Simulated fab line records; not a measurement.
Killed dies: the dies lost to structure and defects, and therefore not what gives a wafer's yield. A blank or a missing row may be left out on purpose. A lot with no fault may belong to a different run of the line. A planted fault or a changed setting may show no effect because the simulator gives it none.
What tool caused it?    flow sky130    18 wafers sampled from 6 lots at 1 step of a route of 708

## WHAT THE GAUGES READ, wafer by wafer
SKY_VT_ADJUST_HVTR_CD_MEAS_07: target cd 380 nm.
lot   measured      on         cd nm (nm)
L225  day 10 06:11  cd sem-01  376.7 380.8 379.0
L229  day 11 07:56  cd sem-01  379.5 380.9 379.9
L232  day 12 05:43  cd sem-02  381.2 383.5 381.7
L234  day 12 22:10  cd sem-02  380.4 382.3 383.4
L236  day 13 14:49  cd sem-01  380.8 378.8 382.5
L239  day 14 06:07  cd sem-02  379.3 382.4 378.8

## EACH LOT AND THE TOOL THAT RAN IT (in order: tool; ch and the chambers of the sampled wafers; start)
There is no process step in the record ahead of these readings.

## THE ANSWER, worked out from the rows above alone
Rule: usual is defined by the lots themselves. Put in order of their means at a reading, lots are off if they are a third of the lots or fewer, leave a main group of 4 or more, and stand apart from it by a gap of 3 or more times the standard deviation of the main group's means; of several such gaps the widest counts. Not used: any main group whose means are identical at the precision the tables above print for the reading. Also off: a lot with no number at a reading for which 4 or more lots have one. Any other lot the step has rows for is counted as sound.
No lot is off at any reading shown: from this, nothing can be told.

## WHAT WAS PUT IN BY THE SIMULATOR
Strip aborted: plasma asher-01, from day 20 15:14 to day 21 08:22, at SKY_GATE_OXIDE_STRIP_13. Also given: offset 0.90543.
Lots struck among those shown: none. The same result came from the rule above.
